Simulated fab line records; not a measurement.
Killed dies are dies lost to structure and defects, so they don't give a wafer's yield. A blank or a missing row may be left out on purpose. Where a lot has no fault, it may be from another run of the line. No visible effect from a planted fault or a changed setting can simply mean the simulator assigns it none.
Which of the tools did it? + flow sfq-line + Sampling: 13 lots, 36 wafers, 6 of 325 route steps

WHAT THE GAUGES READ, wafer by wafer
SFQ_I2_BOW_MEAS_917. Usual: for I2_BOW the level is 0 um and the standard deviation is 8.7.
| lot  | measured     | on            | I2_BOW (um) | flag |
|------|--------------|---------------|-------------|------|
| L754 | day 20 13:49 | film-metro-01 | -6 3 -3     |      |
| L755 | day 20 19:49 | film-metro-04 | 7 5 11      |      |
| L756 | day 21 01:06 | film-metro-02 | 6 0 9       |      |
| L757 | day 21 07:06 | film-metro-01 | -1 2 -10    |      |
| L758 | day 21 11:45 | film-metro-01 | 4 6 8       |      |
| L760 | day 22 05:21 | film-metro-04 | 4 15 11     |      |
| L761 | day 22 17:20 | film-metro-01 | -3 -3 -7    |      |
| L763 | day 23 23:11 | film-metro-04 | -3 9        |      |
| L768 | day 25 19:44 | film-metro-04 | 13          |      |
| L773 | day 27 15:29 | film-metro-04 | 0 10 5      |      |
| L775 | day 28 00:29 | film-metro-01 | -2 -12 -14  |      |
| L776 | day 28 11:02 | film-metro-02 | 9 -2 10     |      |
| L777 | day 28 14:00 | film-metro-02 | 0 14 3      |      |

SFQ_M8_OVL_MEAS_948. Usual: for M8_OVL the level is -1 nm and the standard deviation is 5.3.
| lot  | measured     | on         | M8_OVL (nm) | flag |
|------|--------------|------------|-------------|------|
| L754 | day 70 02:41 | overlay-02 | -6 -7 -7    |      |
| L755 | day 70 11:05 | overlay-02 | -2 -3 -4    |      |
| L756 | day 70 12:17 | overlay-02 | 5 0 2       |      |
| L757 | day 70 17:05 | overlay-01 | 2 -2 -8     |      |
| L758 | day 71 11:50 | overlay-02 | 1 6 -1      |      |
| L760 | day 71 20:14 | overlay-02 | -10 -3 -14  |      |
| L761 | day 71 23:50 | overlay-02 | 1 0 0       |      |
| L763 | day 72 04:38 | overlay-02 | -7 -9       |      |
| L768 | day 73 08:20 | overlay-02 | 0           |      |
| L773 | day 77 04:34 | overlay-02 | -5 4 1      |      |
| L775 | day 77 10:34 | overlay-01 | 6 13 3      |      |
| L776 | day 77 11:47 | overlay-02 | 12 8 5      |      |
| L777 | day 77 16:34 | overlay-02 | 4 1 5       |      |

WHICH TOOL RAN EACH LOT (tool, then ch and the chambers of the sampled wafers, then the start)
| lot  | SFQ_TRILAYER_C5_STRIP_STRIP_155   | SFQ_TRILAYER_I6_CMP_CMP_166   | SFQ_TRILAYER_I6_METRO_MEASURE_167 | SFQ_TRILAYER_I6_VIA_ETCH_VIA_ETCH_172 |
|------|-----------------------------------|-------------------------------|-----------------------------------|---------------------------------------|
| L754 | rie-metal-03 ch 0,1, day 57 07:13 | cmp-02 ch 0,1, day 58 22:04   | film-metro-03, day 59 01:23       | rie-diel-03 ch 0,3, day 63 09:12      |
| L755 | rie-metal-03 ch 1, day 57 13:37   | cmp-02 ch 0,1,2, day 59 05:04 | film-metro-02, day 59 07:23       | rie-diel-04 ch 0,2,3, day 63 16:24    |
| L756 | rie-metal-03 ch 0, day 57 19:35   | cmp-02 ch 0,2, day 59 07:04   | film-metro-02, day 59 10:11       | rie-diel-03 ch 0,1,2, day 63 18:55    |
| L757 | rie-metal-02 ch 0,1, day 57 21:59 | cmp-01 ch 0,3, day 59 11:52   | film-metro-01, day 59 14:59       | rie-diel-04 ch 0,3, day 64 02:00      |
| L758 | rie-metal-02 ch 0,1, day 59 00:48 | cmp-02 ch 1,2, day 60 16:38   | film-metro-02, day 60 19:45       | rie-diel-04 ch 0,2, day 65 04:24      |
| L760 | rie-metal-03 ch 0,1, day 59 14:00 | cmp-02 ch 0,2,3, day 61 02:39 | film-metro-03, day 61 05:58       | rie-diel-04 ch 0,3, day 65 15:12      |
| L761 | rie-metal-02 ch 0,1, day 59 17:36 | cmp-02 ch 0,1, day 61 05:39   | film-metro-02, day 61 08:46       | rie-diel-03 ch 0,1,3, day 65 17:36    |
| L763 | rie-metal-04 ch 1, day 60 00:48   | cmp-02 ch 1, day 61 18:20     | film-metro-03, day 61 20:57       | rie-diel-02 ch 0, day 66 04:24        |
| L768 | rie-metal-03 ch 0, day 61 21:45   | cmp-02 ch 2, day 63 03:57     | film-metro-01, day 63 06:34       | rie-diel-04 ch 3, day 67 17:09        |
| L773 | rie-metal-03 ch 0, day 63 10:27   | cmp-01 ch 1,2, day 65 05:58   | film-metro-03, day 65 09:05       | rie-diel-02 ch 2,3, day 69 06:56      |
| L775 | rie-metal-02 ch 0,1, day 63 20:03 | cmp-01 ch 1,2,3, day 65 16:16 | film-metro-01, day 65 19:23       | rie-diel-03 ch 0,2, day 69 16:32      |
| L776 | rie-metal-04 ch 0,1, day 63 22:39 | cmp-02 ch 0,2,3, day 65 19:49 | film-metro-01, day 65 22:02       | rie-diel-02 ch 0,1,3, day 69 17:47    |
| L777 | rie-metal-02 ch 0,1, day 64 03:15 | cmp-02 ch 0,3, day 65 22:46   | film-metro-03, day 66 01:35       | rie-diel-04 ch 0,1,3, day 69 22:32    |
- SFQ_TRILAYER_C5_STRIP_STRIP_155: strips in O2.
- SFQ_TRILAYER_I6_CMP_CMP_166: polishes SiO2.
- SFQ_TRILAYER_I6_METRO_MEASURE_167
- SFQ_TRILAYER_I6_VIA_ETCH_VIA_ETCH_172: etches SiO2 in CHF3, stops on Nb, target depth 260 nm.

AS READ BY THE TOOLS THEMSELVES (means over the sampled wafers that have a number; for cases with no such wafer, the mark the record gives instead)
SFQ_TRILAYER_C5_STRIP_STRIP_155. Usual: drypump-motor-current-A 5.6 A, standard deviation 0.43; oes-product-au 1.009 a.u., standard deviation 0.011.
| lot  | tool         | drypump-motor-current-A (A) | oes-product-au (a.u.) | flag |
|------|--------------|-----------------------------|-----------------------|------|
| L754 | rie-metal-03 | 5.2                         | 1.011                 |      |
| L755 | rie-metal-03 | 5.3                         | 1.019                 |      |
| L756 | rie-metal-03 | 5.1                         | 1.013                 |      |
| L757 | rie-metal-02 | 5.8                         | 1.001                 |      |
| L758 | rie-metal-02 | 5.8                         | 1.003                 |      |
| L760 | rie-metal-03 | 5.2                         | 1.012                 |      |
| L761 | rie-metal-02 | 6.1                         | 0.999                 |      |
| L763 | rie-metal-04 | 5.8                         | 1.028                 |      |
| L768 | rie-metal-03 | 5.1                         | 1.005                 |      |
| L773 | rie-metal-03 | 5.1                         | 1.016                 |      |
| L775 | rie-metal-02 | 6.1                         | 1.007                 |      |
| L776 | rie-metal-04 | 5.9                         | 1.025                 |      |
| L777 | rie-metal-02 | 6.1                         | 1.009                 |      |

SFQ_TRILAYER_I6_CMP_CMP_166. Usual: motor-current-A 9.8 A, standard deviation 0.8; time-to-endpoint-s 215 s, standard deviation 10.
| lot  | tool   | motor-current-A (A) | time-to-endpoint-s (s) | flag |
|------|--------|---------------------|------------------------|------|
| L754 | cmp-02 | 9.2                 | 211                    |      |
| L755 | cmp-02 | 9.9                 | 220                    |      |
| L756 | cmp-02 | 10.1                | 212                    |      |
| L757 | cmp-01 | 9.3                 | 217                    |      |
| L758 | cmp-02 | 10.1                | 206                    |      |
| L760 | cmp-02 | 10.6                | 211                    |      |
| L761 | cmp-02 | 9.3                 | 211                    |      |
| L763 | cmp-02 | 9.2                 | 194                    |      |
| L768 | cmp-02 | 9.8                 | 212                    |      |
| L773 | cmp-01 | 9.9                 | 214                    |      |
| L775 | cmp-01 | 9.8                 | 208                    |      |
| L776 | cmp-02 | 10.4                | 231                    |      |
| L777 | cmp-02 | 10.1                | 222                    |      |

SFQ_TRILAYER_I6_METRO_MEASURE_167. Usual: thk-nm 200.2 nm, standard deviation 1.4.
| lot  | tool          | thk-nm (nm) | flag |
|------|---------------|-------------|------|
| L754 | film-metro-03 | 199.1       |      |
| L755 | film-metro-02 | 200.8       |      |
| L756 | film-metro-02 | 200.1       |      |
| L757 | film-metro-01 | 200.6       |      |
| L758 | film-metro-02 | 200.4       |      |
| L760 | film-metro-03 | 200.5       |      |
| L761 | film-metro-02 | 199.1       |      |
| L763 | film-metro-03 | 222.9       | OFF  |
| L768 | film-metro-01 | 200.2       |      |
| L773 | film-metro-03 | 200.3       |      |
| L775 | film-metro-01 | 199.9       |      |
| L776 | film-metro-01 | 201.5       |      |
| L777 | film-metro-03 | 202.4       |      |

SFQ_TRILAYER_I6_VIA_ETCH_VIA_ETCH_172. Usual: drypump-motor-current-A 5.87 A, standard deviation 0.22; oes-product-au 0.855 a.u., standard deviation 0.006; rf-fwd-power-W 498.0 W, standard deviation 1.5.
| lot  | tool        | drypump-motor-current-A (A) | oes-product-au (a.u.) | rf-fwd-power-W (W) | flag |
|------|-------------|-----------------------------|-----------------------|--------------------|------|
| L754 | rie-diel-03 | 5.48                        | 0.852                 | 498.6              |      |
| L755 | rie-diel-04 | 5.79                        | 0.859                 | 497.0              |      |
| L756 | rie-diel-03 | 6.01                        | 0.857                 | 499.5              |      |
| L757 | rie-diel-04 | 5.79                        | 0.854                 | 496.6              |      |
| L758 | rie-diel-04 | 5.80                        | 0.863                 | 496.4              |      |
| L760 | rie-diel-04 | 5.79                        | 0.855                 | 498.5              |      |
| L761 | rie-diel-03 | 5.76                        | 0.851                 | 497.2              |      |
| L763 | rie-diel-02 | 6.02                        | 0.900                 | 496.9              | OFF  |
| L768 | rie-diel-04 | 5.80                        | 0.852                 | 496.1              |      |
| L773 | rie-diel-02 | 6.01                        | 0.857                 | 498.6              |      |
| L775 | rie-diel-03 | 5.94                        | 0.849                 | 499.6              |      |
| L776 | rie-diel-02 | 5.96                        | 0.855                 | 497.2              |      |
| L777 | rie-diel-04 | 5.78                        | 0.859                 | 498.3              |      |

THE ANSWER, worked out from the rows above alone
Rule: take the mean of a lot's wafers that have a number; if it is more than 3 standard deviations from the usual mean, the lot is off. A lot without any number at a reading at which 4 lots or more have one is off too. All remaining lots with rows at the step are treated as sound. The gauges are gone through in route order, then the tools' own readings, and for those a lot's mean is taken as printed above. At the first step where some lot is off, the reading lying furthest off is the one used; lots without a number count as furthest.
Off at SFQ_TRILAYER_I6_METRO_MEASURE_167 (thk-nm): L763.
If a tool, at that step or one of the process steps before it, ran each lot that is off and ran no sound lot following the first of them, it fits. Not one of the candidates tried fits.

WHAT THE SIMULATOR HAD PUT IN
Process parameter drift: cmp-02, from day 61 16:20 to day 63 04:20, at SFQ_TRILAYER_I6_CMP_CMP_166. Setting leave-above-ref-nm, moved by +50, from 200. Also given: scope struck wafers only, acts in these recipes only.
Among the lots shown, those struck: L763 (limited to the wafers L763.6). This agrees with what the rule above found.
